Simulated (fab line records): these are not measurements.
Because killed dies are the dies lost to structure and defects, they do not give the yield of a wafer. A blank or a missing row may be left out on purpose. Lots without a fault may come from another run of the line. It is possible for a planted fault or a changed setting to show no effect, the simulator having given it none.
fab line records	flow sky130
[record] lots = 6	wafers = 18	last_day = 50
route steps=708 shown METAL3@536 CAPM@537 PAD_OPEN@708
lots with no fault: from the same line, run without faults
start_h: hours from the record's opening day to when the first of the lot's shown wafers began	wait_h: hours since the lot's step before	" repeats the value in the row above	L1.1+2: a row that stands for several wafers	- no value present, or no start provided	* or withheld: withheld	< > ~ a bound
route shown NAME@n: NAME is a module with steps in the file, n the number in the route of the first one	usual: average and standard deviation across the fault-free wafers	same: alike in all rows	chamber/n: place in a boat	sites: each site's reading	_std_site: the standard deviation of these	_edge_site: the outer-site mean with the inner-site mean subtracted	radius_mm: for every site, how far away it sits from the centre of the wafer	mask NAME#n: copy n	behind: the last tool/chamber to shape the wafer	hold: reason for holding the lot/hours on hold/outcome of the hold	device: the transistor (n, p or np) that didn't switch	end of line: tests run on the same wafers once the route is complete	step lacking rows: just its recipe	killed: dies that structure and defects cost at the first sort, which is not the same as the wafer's yield	map: per-die view of a wafer (x killed, . not killed, _ where there is no die)
set.NAME: the setting as run; set.NAME@STEP: as run at that earlier step	model.NAME: the simulator's own value behind a step, which no gauge read
a table for each step, a row for each wafer; lots at some steps of the route
services: a tool's chamber out of use, with start hour (start_h, from the record's first day; less than 0 if before it), hours out, and reason
[[steps]]
[step SKY_METAL3_SPUTTER_04]
[recipe] material = TiN	target_thk_nm = 70	power_w = 6500	time_s = 58.3	chamber_pressure_pa = 0.4
[usual] throttle_valve_pct = 30.4/1.3
lot.wafer	tool	chamber	start_h	wait_h	throttle_valve_pct
L726.1	pvd_sputter-02	-	891.63	0.0	31.0
L726.5	"	-	"	"	32.1
L726.6	"	-	"	"	30.9
L730.1	pvd_sputter-03	-	920.96	0.0	29.5
L730.3	"	-	"	"	28.8
L730.5	"	-	"	"	29.8
L742.1	pvd_sputter-02	-	992.47	0.0	29.2
L742.3	"	-	"	"	30.7
L742.4	"	-	"	"	32.1
L743.2	pvd_sputter-04	-	1000.46	0.0	29.6
L743.5	"	-	"	"	28.4
L743.6	"	-	"	"	29.7
L744.1	pvd_sputter-02	-	1007.88	0.0	32.1
L744.2	"	-	"	"	30.5
L744.3	"	-	"	"	29.0
L745.2	pvd_sputter-04	-	1015.31	0.0	28.2
L745.5	"	-	"	"	29.7
L745.6	"	-	"	"	29.6
[step SKY_CAPM_CVD_00]
[recipe] material = SiO2	target_thk_nm = 15.5	temp_c = 400	time_s = withheld	rf_w = 450
[usual] heater_power_w = 678/110	susceptor_temp_C = 400.01/0.21
lot.wafer	tool	chamber	start_h	wait_h	heater_power_w	susceptor_temp_C
L726.1	pecvd-04	0	891.68	0.0	750	400.27
L726.5	"	1	"	"	582	399.91
L726.6	"	2	"	"	840	399.92
L730.1	pecvd-04	2	921.01	0.0	980	400.20
L730.3	"	2	"	"	970	399.91
L730.5	"	0	"	"	759	400.36
L742.1	pecvd-04	2	992.52	0.0	961	399.72
L742.3	"	1	"	"	646	399.95
L742.4	"	1	"	"	651	399.99
L743.2	pecvd-01	1	1000.51	0.0	701	399.80
L743.5	"	1	"	"	698	399.84
L743.6	"	0	"	"	621	399.92
L744.1	pecvd-01	1	1007.93	0.0	639	399.78
L744.2	"	0	"	"	601	399.89
L744.3	"	2	"	"	798	399.96
L745.2	pecvd-03	1	1015.36	0.0	562	399.81
L745.5	"	1	"	"	579	400.13
L745.6	"	2	"	"	570	400.01
[step SKY_CAPM_THK_MEAS_01]
[recipe] reads = SiO2_of_CAPM_CVD_00
[usual] CAPM_CVD_00_THK = 15.36/0.22
lot.wafer	tool	chamber	start_h	wait_h	CAPM_CVD_00_THK[nm]
L726.1	film_metro-04	-	891.70	-	15.20
L726.5	"	-	"	"	15.63
L726.6	"	-	"	"	15.73
L730.1	film_metro-04	-	921.04	-	15.39
L730.3	"	-	"	"	15.86
L730.5	"	-	"	"	15.53
L742.1	film_metro-03	-	992.54	-	15.65
L742.3	"	-	"	"	15.56
L742.4	"	-	"	"	15.76
L743.2	film_metro-04	-	1000.54	-	15.19
L743.5	"	-	"	"	15.38
L743.6	"	-	"	"	15.53
L744.1	film_metro-03	-	1007.95	-	15.30
L744.2	"	-	"	"	15.20
L744.3	"	-	"	"	15.33
L745.2	film_metro-03	-	1015.39	-	15.09
L745.5	"	-	"	"	15.26
L745.6	"	-	"	"	15.30
[step SKY_CAPM_SPUTTER_02]
[recipe] material = TiN	target_thk_nm = 200	temp_c = 300	power_w = 6500	time_s = 166.7	chamber_pressure_pa = 0.4
[usual] susceptor_temp_C = 300.03/0.18	throttle_valve_pct = 30.4/1.4
lot.wafer	tool	chamber	start_h	wait_h	susceptor_temp_C	throttle_valve_pct
L726.1	pvd_sputter-01	-	891.76	0.1	299.52	27.4
L726.5	"	-	"	"	300.10	31.3
L726.6	"	-	"	"	299.98	31.2
L730.1	pvd_sputter-02	-	921.10	0.1	300.04	32.0
L730.3	"	-	"	"	300.28	31.6
L730.5	"	-	"	"	300.07	29.1
L742.1	pvd_sputter-03	-	992.60	0.1	300.11	29.0
L742.3	"	-	"	"	299.98	31.1
L742.4	"	-	"	"	299.90	33.1
L743.2	pvd_sputter-02	-	1000.59	0.0	300.27	29.1
L743.5	"	-	"	"	299.93	31.1
L743.6	"	-	"	"	300.09	30.7
L744.1	pvd_sputter-03	-	1008.01	0.1	300.19	29.6
L744.2	"	-	"	"	300.04	31.4
L744.3	"	-	"	"	300.04	29.2
L745.2	pvd_sputter-02	-	1015.44	0.0	300.22	31.2
L745.5	"	-	"	"	300.04	31.2
L745.6	"	-	"	"	300.18	30.4
[step SKY_CAPM_RS_MEAS_03]
[recipe] thk_meas_gauge = four-point-probe	reads = TiN_of_CAPM_SPUTTER_02
[usual] CAPM_TIN_RS = 6.94/0.062
lot.wafer	tool	chamber	start_h	wait_h	CAPM_TIN_RS[ohm/sq]
L726.1	film_metro-03	-	891.87	0.1	6.88
L726.5	"	-	"	"	6.87
L726.6	"	-	"	"	6.84
L730.1	film_metro-01	-	921.21	0.1	6.94
L730.3	"	-	"	"	6.94
L730.5	"	-	"	"	6.93
L742.1	film_metro-01	-	992.71	0.1	6.98
L742.3	"	-	"	"	6.98
L742.4	"	-	"	"	6.93
L743.2	film_metro-04	-	1000.72	0.1	6.85
L743.5	"	-	"	"	6.77
L743.6	"	-	"	"	6.83
L744.1	film_metro-04	-	1008.12	0.1	7.00
L744.2	"	-	"	"	7.02
L744.3	"	-	"	"	6.99
L745.2	film_metro-04	-	1015.57	0.1	6.91
L745.5	"	-	"	"	6.91
L745.6	"	-	"	"	6.95
[step SKY_CAPM_THK_MEAS_04]
[recipe] thk_meas_gauge = xrf	reads = TiN_of_CAPM_SPUTTER_02
[usual] CAPM_TIN_THK = 201.3/2.1
lot.wafer	tool	chamber	start_h	wait_h	CAPM_TIN_THK[nm]
L726.1	film_metro-03	-	891.99	0.1	203.3
L726.5	"	-	"	"	203.1
L726.6	"	-	"	"	204.4
L730.1	film_metro-01	-	921.33	0.1	202.9
L730.3	"	-	"	"	202.3
L730.5	"	-	"	"	201.2
L742.1	film_metro-01	-	992.83	0.1	200.3
L742.3	"	-	"	"	200.0
L742.4	"	-	"	"	201.2
L743.2	film_metro-04	-	1000.83	0.1	204.7
L743.5	"	-	"	"	206.3
L743.6	"	-	"	"	204.3
L744.1	film_metro-04	-	1008.24	0.1	198.3
L744.2	"	-	"	"	199.0
L744.3	"	-	"	"	200.3
L745.2	film_metro-04	-	1015.68	0.1	201.9
L745.5	"	-	"	"	202.4
L745.6	"	-	"	"	200.6
[step SKY_CAPM_DEHYDRATE_05]
[recipe] temp_c = 200	time_s = 60
[step SKY_CAPM_HMDS_06]
[recipe] prime_time_s = 60	prime_temp_c = 120
[step SKY_CAPM_COAT_07]
[recipe] resist = NOVOLAK	spin_rpm = 3000	resist_thk_nm = 1140
[step SKY_CAPM_SOFTBAKE_08]
[recipe] temp_c = 90	time_s = 60	resist = NOVOLAK
[step SKY_CAPM_EXPOSE_09]
[recipe] mask_id = CAPM	na = 0.6	source_shape = conventional	sigma_outer = 0.6	polarization = unpolarized	target_cd_nm = 1000	dose_mj = 159
[step SKY_CAPM_PEB_10]
[recipe] temp_c = withheld	time_s = *	resist = NOVOLAK
[step SKY_CAPM_DEVELOP_11]
[recipe] resist = NOVOLAK	developer = TMAH	develop_time_s = 60	dev_temp_c = 23
lot.wafer	tool	chamber	start_h	wait_h
L726.1+5+6	litho_track-04	0	916.91	0.1
L730.1+3+5	litho_track-02	0	945.23	0.1
L742.1+3+4	litho_track-03	0	1016.30	0.1
L743.2+5+6	litho_track-04	0	1023.59	0.1
L744.1+2+3	litho_track-04	0	1030.42	0.1
L745.2+5+6	litho_track-02	0	1038.06	0.1
[step SKY_CAPM_OVL_MEAS_12]
[usual] CAPM_OVL = 0.2/1.3
lot.wafer	tool	chamber	start_h	wait_h	CAPM_OVL[nm]
L726.1	overlay-02	-	917.06	0.1	1.9
L726.5	"	-	"	"	3.2
L726.6	"	-	"	"	1.0
L730.1	overlay-01	-	945.38	0.1	-0.1
L730.3	"	-	"	"	-1.9
L730.5	"	-	"	"	1.2
L742.1	overlay-02	-	1016.45	0.1	1.8
L742.3	"	-	"	"	1.7
L742.4	"	-	"	"	1.9
L743.2	overlay-02	-	1023.72	0.1	2.7
L743.5	"	-	"	"	2.0
L743.6	"	-	"	"	-0.2
L744.1	overlay-02	-	1030.57	0.1	0.2
L744.2	"	-	"	"	-0.1
L744.3	"	-	"	"	0.5
L745.2	overlay-02	-	1038.19	0.1	-0.7
L745.5	"	-	"	"	-0.4
L745.6	"	-	"	"	0.5
[step SKY_CAPM_METAL_ETCH_13]
[recipe] target_depth_nm = 220	stop_on = SiO2	chemistry = Cl2/BCl3	target = TiN	pressure_mtorr = 10	icp_w = 900	bias_w = 48.5	Cl2_flow_sccm = 60	bcl3_flow_sccm = 30	time_s = 62.9
[usual] bcl3_flow_sccm = 30.01/0.087	drypump_motor_current_A = 5.8/0.55	he_backside_leak_sccm = 3.24/0.19	oes_product_au = 0.940/0.0066	throttle_valve_pct = 21.904/0.01
lot.wafer	tool	chamber	start_h	wait_h	bcl3_flow_sccm	drypump_motor_current_A	he_backside_leak_sccm	oes_product_au	rf_hours_counter_h	throttle_valve_pct	model.CAPM.cd_nm
L726.1	rie_metal-02	1	917.10	0.0	29.94	6.6	2.98	0.948	3	21.895	1002
L726.5	"	0	"	"	29.93	5.2	3.37	0.953	-	21.901	1000
L726.6	"	1	"	"	30.01	6.5	2.87	0.945	-	21.894	999.7
L730.1	rie_metal-02	0	945.42	0.0	30.22	5.2	3.44	0.944	2	21.909	1001
L730.3	"	1	"	"	30.04	6.6	3.01	0.940	-	21.904	999.9
L730.5	"	1	"	"	30.08	6.5	3.13	0.932	-	21.897	1001
L742.1	rie_metal-03	1	1016.48	0.0	29.92	6.2	3.05	0.936	8	21.898	1001
L742.3	"	1	"	"	29.97	6.2	3.33	0.940	-	21.920	1001
L742.4	"	0	"	"	30.02	5.4	3.41	0.941	-	21.904	998.4
L743.2	rie_metal-04	1	1023.75	0.0	30.10	5.1	3.18	0.943	10	21.885	1008
L743.5	"	1	"	"	30.11	5.1	3.15	0.952	-	21.896	997.2
L743.6	"	0	"	"	29.96	5.6	3.30	0.946	-	21.903	1011
L744.1	rie_metal-02	0	1030.60	0.0	30.04	5.2	3.30	0.941	6	21.908	999
L744.2	"	1	"	"	30.16	6.6	2.84	0.942	9	21.908	1011
L744.3	"	0	"	"	29.90	5.2	3.51	0.929	-	21.894	999.4
L745.2	rie_metal-02	0	1038.22	0.0	30.05	5.2	3.29	0.948	7	21.919	998.5
L745.5	"	1	"	"	30.03	6.6	2.96	0.940	-	21.887	1000
L745.6	"	0	"	"	30.00	5.2	3.39	0.937	-	21.900	998.8
[step SKY_CAPM_STRIP_14]
[recipe] chemistry = O2/N2	power_w = 1400	pressure_mtorr = 1500	platen_temp_c = withheld	o2_flow_sccm = 3000	n2_flow_sccm = 300	overash_fraction = 0.5
[usual] drypump_motor_current_A = 5.7/0.39	oes_product_au = 0.710/0.0043	strip_time_to_endpoint_s = 12.64/0.039
[same] overash_fraction = 0.5
lot.wafer	tool	chamber	start_h	wait_h	drypump_motor_current_A	oes_product_au	rf_hours_counter_h	strip_time_to_endpoint_s
L726.1	plasma_asher-02	1	917.18	0.1	5.2	0.711	49	12.62
L726.5	"	1	"	"	5.2	0.716	-	12.60
L726.6	"	0	"	"	6.4	0.710	-	12.61
L730.1	plasma_asher-01	1	945.49	0.1	5.7	0.709	84	12.61
L730.3	"	0	"	"	5.8	0.714	-	12.70
L730.5	"	0	"	"	5.8	0.706	-	12.67
L742.1	plasma_asher-01	0	1016.56	0.1	5.7	0.709	89	12.66
L742.3	"	0	"	"	5.7	0.708	-	12.65
L742.4	"	1	"	"	5.7	0.712	-	12.74
L743.2	plasma_asher-02	0	1023.83	0.1	6.4	0.713	60	12.66
L743.5	"	0	"	"	6.4	0.709	-	12.60
L743.6	"	1	"	"	5.2	0.703	-	12.68
L744.1	plasma_asher-04	0	1030.68	0.1	5.3	0.710	29	12.71
L744.2	"	1	"	"	5.7	0.712	29	12.69
L744.3	"	0	"	"	5.3	0.704	-	12.70
L745.2	plasma_asher-04	0	1038.29	0.1	5.3	0.707	30	12.66
L745.5	"	1	"	"	5.6	0.713	-	12.60
L745.6	"	0	"	"	5.3	0.699	-	12.67
[step SKY_PAD_OPEN_PROBE_99]
[usual] defect_limited_yield = 82.5/2	killed_at_M0_to_M3 = 43/7.1	killed_at_M4_up = 3.3/2	killed_at_contacts = 24/5.1	killed_at_front_end = 15/4.6	killed_at_other = 0.3/0.6	killed_dies = 86/9.6	killed_open = 46/7.3	killed_short = 39/6.7	sort_bin_3_pad_short = 0.9/0.44	sort_bin_5_function = 10.4/1.5	sort_bin_6_memory = 6.2/1.1	sort_n_pass = 406/9.6	sort_yield_pct = 82.5/2
[same] gross_dies = 492	killed_at_back_side = 0	sort_bin_4_leakage[%] = 0	sort_bin_8_speed[%] = 0
lot.wafer	tool	chamber	start_h	wait_h	defect_limited_yield[%]	killed_at_M0_to_M3	killed_at_M4_up	killed_at_contacts	killed_at_front_end	killed_at_other	killed_dies	killed_open	killed_short	sort_bin_3_pad_short[%]	sort_bin_5_function[%]	sort_bin_6_memory[%]	sort_n_pass	sort_yield_pct[%]
L726.1	prober-01	-	1110.73	0.1	81.5	46	2	23	20	0	91	55	35	1.0	11.4	6.1	401	81.5
L726.5	prober-01	-	1110.93	0.2	80.1	50	5	27	15	1	98	42	56	1.0	12.6	6.3	394	80.1
L726.6	prober-01	-	1110.98	0.2	82.3	50	1	22	14	0	87	44	43	1.0	11.4	5.3	405	82.3
// killed by level:class
L726.1 VIA1:geometric_particle:open=15 CONTACT:geometric_particle:open=8 POLY_GATE:geometric_particle:open=7 VIA2:geometric_particle:open=6 VIA1:geometric_particle:short=5 METAL2:geometric_particle:short=5 FIELD_ISO:geometric_particle:short=4 LI_CONTACT:geometric_particle:open=4
L726.5 LI_CONTACT:geometric_particle:open=9 METAL1:geometric_particle:short=9 METAL2:geometric_particle:short=7 VIA1:geometric_particle:short=6 LOCAL_INTERCONNECT:geometric_particle:short=6 VIA1:geometric_particle:open=6 VIA2:geometric_particle:short=6 CONTACT:geometric_particle:open=5
L726.6 LI_CONTACT:geometric_particle:open=9 VIA1:geometric_particle:open=8 VIA3:geometric_particle:open=7 METAL1:geometric_particle:short=6 METAL2:geometric_particle:short=6 VIA2:geometric_particle:short=6 POLY_GATE:geometric_particle:open=5 CONTACT:geometric_particle:short=4
[[services]]
tool	chamber	start_h	hours	kind
pecvd-04	-	875.72	1.6	repair
pecvd-01	0	876.66	22.8	repair
pecvd-04	-	880.27	1.0	repair
pvd_sputter-01	-	882.35	0.6	repair
pvd_sputter-03	-	882.81	15.7	repair
plasma_asher-02	-	883.86	8.6	repair
plasma_asher-02	-	884.26	3.9	repair
pvd_sputter-03	-	884.85	2.9	repair
pecvd-04	-	885.27	6.0	pm
pecvd-03	2	889.57	29.1	repair
rie_metal-03	1	897.38	2.3	repair
pecvd-01	2	900.01	4.2	repair
pecvd-04	1	913.38	22.6	repair
plasma_asher-01	-	924.18	2.8	pm
rie_metal-04	1	925.21	2.4	repair
pvd_sputter-01	-	932.95	8.8	repair
rie_metal-02	-	939.08	1.9	repair
pvd_sputter-01	-	957.74	1.2	repair
pvd_sputter-03	-	958.76	12.5	repair
pecvd-01	2	974.28	5.2	repair
rie_metal-04	1	975.93	7.1	repair
plasma_asher-01	-	982.05	14.0	repair
plasma_asher-01	-	985.93	11.8	repair
rie_metal-02	-	1035.55	1.0	repair
[[key]]
first_sign none at tools or gauges
[model_effect] step = SKY_CAPM_METAL_ETCH_13	value = CAPM.cd_nm	without = 997.2	struck = 1010
met_at SKY_CAPM_DEVELOP_11
struck_wafers L743.2,L743.6,L744.2
onset_between 916.91 1023.59
[fault] kind = process_parameter_drift	tool = litho_track-04	chamber = -	onset_h = 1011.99	steps = SKY_CAPM_DEVELOP_11	channel = develop_time_s	offset = *	shape = step	end_h = 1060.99	scope = struck_wafers_only	acts_in = *	stated = *
